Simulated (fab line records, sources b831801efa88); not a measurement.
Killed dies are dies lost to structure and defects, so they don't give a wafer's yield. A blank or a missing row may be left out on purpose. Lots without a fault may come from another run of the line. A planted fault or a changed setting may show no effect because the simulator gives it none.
A struck lot beside a sound one | flow sfq_line | 14 steps out of a route of 325
Sound: wafers L905.2, L905.5, L905.6. Struck: wafers L906.1, L906.4, L906.5. The cause comes at the end.
At each step with rows: each side's tool, then ch and its chambers, then its first start. Under that, the readings that differ: sound wafers | struck wafers | difference of the means | sigmas: that difference in standard deviations of wafers without a fault.
alike: readings whose means differ by less than 2 such deviations, and words and numbers that are the same on both sides. not compared: withheld readings, readings that some wafer has no value for, bounds like >300 that may hide the same value, and numbers for which the record gives no deviation and whose values overlap.
The two part at a step that has a row with sigmas, a row that says differs or no value, or rows on one side only. Numbers that don't overlap but have no deviation are shown without sigmas and don't part them. A reading that every wafer of one side lacks parts them only if that side has two wafers or more.

first, 2 steps without rows for these wafers: SFQ_TRILAYER_R5_LITHO_PEB_139 (peb time 60 s); SFQ_TRILAYER_R5_LITHO_DEVELOP_138 (time 60 s).
SFQ_R5_OVL_MEAS_935:
  sound on overlay-01, day 62 15:01; struck on overlay-01, day 63 00:37
  alike: R5_OVL
SFQ_TRILAYER_R5_BARC_OPEN_METAL_ETCH_177: etches BARC in O2, target depth 125 nm, time 41.7 s.
  sound on rie_metal-04 ch 0,1, day 62 15:03; struck on rie_metal-03 ch 0,1, day 63 00:39
  alike: drypump_motor_current_A, oes_product_au
  not compared: rf_hours_counter_h
SFQ_TRILAYER_R5_ETCH_METAL_ETCH_139: etches the open film in Cl2, stops on SiO2, target depth 60 nm, time 40 s.
  sound on rie_metal-04 ch 0,1, day 62 15:07; struck on rie_metal-03 ch 0,1, day 63 00:43
  alike: drypump_motor_current_A, oes_product_au
  not compared: rf_hours_counter_h
SFQ_TRILAYER_R5_STRIP_STRIP_140: strips in O2.
  sound on rie_metal-04 ch 0,1, day 62 15:10; struck on rie_metal-03 ch 0,1, day 63 00:46
  alike: drypump_motor_current_A, oes_product_au
  not compared: rf_hours_counter_h
then, 1 step without rows for these wafers: SFQ_TRILAYER_R5_STRIP_SOLV_CLEAN_141 (cleans in NMP, time 600 s).
SFQ_TRILAYER_A5C_DEP_PECVD_142: deposits SiO2 from SiH4/N2O, time 15.556 s, target thk 70 nm.
  sound on pecvd-02 ch 0,1,2, day 62 15:56; struck on pecvd-04 ch 0,1, day 63 01:32
  alike: heater_power_w, susceptor_temp_C, throttle_valve_pct
then, 4 steps without rows for these wafers: SFQ_TRILAYER_I5_LITHO_COAT_149 (resist thk 62 nm); SFQ_TRILAYER_I5_LITHO_COAT_144 (resist thk 650 nm); SFQ_TRILAYER_I5_LITHO_SOFTBAKE_148; SFQ_TRILAYER_I5_LITHO_EXPOSE_145 (exposes mask I5, target cd 700 nm).
SFQ_TRILAYER_I5_LITHO_PEB_147: peb time 60 s.
  sound on litho_track-03 ch 0, day 62 23:23; struck on litho_track-03, day 63 03:31
  no value came back on the struck wafers for chill_plate_temp_C (C), exhaust_pa (Pa); on the sound wafers chill_plate_temp_C (C) reads 23.09 22.95 22.97
then, 1 step without rows for these wafers: SFQ_TRILAYER_I5_LITHO_DEVELOP_146 (time 60 s).

WHERE THEY PART
Only at SFQ_TRILAYER_I5_LITHO_PEB_147, within this record.

WHY: what the simulator had put in
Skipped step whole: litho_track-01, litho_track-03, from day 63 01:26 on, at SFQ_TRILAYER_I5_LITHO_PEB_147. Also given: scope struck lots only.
